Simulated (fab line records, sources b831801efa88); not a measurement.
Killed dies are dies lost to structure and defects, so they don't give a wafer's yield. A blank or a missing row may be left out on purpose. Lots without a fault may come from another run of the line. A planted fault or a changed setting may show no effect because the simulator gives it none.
One fault seen from 2 desks | flow gf180mcu | each desk has only its own numbers; what lay behind them comes last

THE METROLOGY DESK
What the gauges read, lot by lot, whatever tool the lot ran on: means of the sampled wafers that have a number. A lot is out of limits, marked OUT, if its mean lies more than 4 standard deviations from the usual mean; the brackets give that distance.
Columns: A = STI_OXIDATION_THK at GF_STI_THK_MEAS_02, usual 10.05 nm; B = cd_nm at GF_STI_CD_MEAS_12, usual 220.4 nm; C = NWELL_TW at GF_NWELL_TW_MEAS_11, usual 1559; D = MVPSD_OVL at GF_MVPSD_OVL_MEAS_07, usual -0.3 nm; E = NWELL_RS at GF_VT_IMPLANT_RS_MEAS_47, usual 487.7 ohm/sq
lot  | first seen here | A     | B     | C               | D    | E
L953 | day 1 11:32     | 9.56  | 219.7 | 1567            | -0.9 | 487.5
L954 | day 1 16:31     | 9.93  | 223.1 | 1541            | 0.4  | 488.7
L955 | day 1 21:31     | 10.14 | 218.2 | 1542            | 1.1  | 487.2
L956 | day 2 02:32     | 9.89  | 220.5 | 1597            | -1.9 | 488.9
L958 | day 2 14:37     | 10.17 | 218.7 | 1557            | -1.1 | 489.8
L960 | day 2 22:32     | 10.13 | 218.2 | 1559            | 0.7  | 484.8
L961 | day 3 03:32     | 9.92  | 219.5 | 1559            | 0.4  | 487.7
L962 | day 3 09:02     | 10.15 | 219.7 | 1600            | -0.2 | 487.4
L971 | day 5 05:56     | 9.82  | 220.2 | 1447 (-5.6) OUT | 0.4  | 588.3 (+84) OUT
L972 | day 5 10:41     | 10.34 | 221.9 | 1398 (-8.0) OUT | -3.1 | 587.2 (+83) OUT
L973 | day 5 15:31     | 10.17 | 223.3 | 1538            | 0.1  | 487.6
L975 | day 6 02:17     | 9.88  | 220.4 | 1557            | 0.4  | 487.3
L976 | day 6 06:31     | 10.21 | 218.4 | 1557            | -1.0 | 487.6
This desk's finding: out of limits on L971, L972; first on L971, day 7 10:02 (NWELL_TW at GF_NWELL_TW_MEAS_11). In limits: L953, L954, L955, L956, L958, L960, L961, L962, L973, L975, L976.

THE TOOL OWNER'S DESK: implanter-02
The tool's own readings at GF_NWELL_IMPLANT_08: means of the sampled wafers that have a number, for each lot that ran on this tool. A lot is out of limits, marked OUT, if its mean lies more than 4 standard deviations from the usual mean; the brackets give that distance.
Columns: A = end_station_pressure_torr at GF_NWELL_IMPLANT_08, usual 5.06e-06 Torr; B = faraday_current_uA at GF_NWELL_IMPLANT_08, usual 84.3; C = tilt_deg at GF_NWELL_IMPLANT_08, usual -0.004 degrees
lot  | first seen here | A        | B    | C
L960 | day 4 23:01     | 5.04e-06 | 85.4 | -0.011
L962 | day 5 09:07     | 5.03e-06 | 83.9 | -0.014
L971 | day 7 09:38     | 4.95e-06 | 84.7 | -0.017
L972 | day 7 15:05     | 5.10e-06 | 84.3 | -0.008
This desk's finding: nothing out of limits on any of the 4 lots.

PUT TOGETHER
The metrology desk could have raised an alarm at day 7 10:02, on L971, L972.
The tool owner's desk saw nothing out of limits.
The tool owner's desk has L971, L972 on record, within its limits.
Of the lots named, all ran GF_NWELL_IMPLANT_08 on implanter-02.

WHAT THE SIMULATOR HAD PUT IN
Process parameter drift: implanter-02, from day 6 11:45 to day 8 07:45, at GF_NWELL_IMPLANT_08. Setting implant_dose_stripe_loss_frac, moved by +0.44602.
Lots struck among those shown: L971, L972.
Hours from the fault's start to each desk's first reading out of limits: the metrology desk, 22.
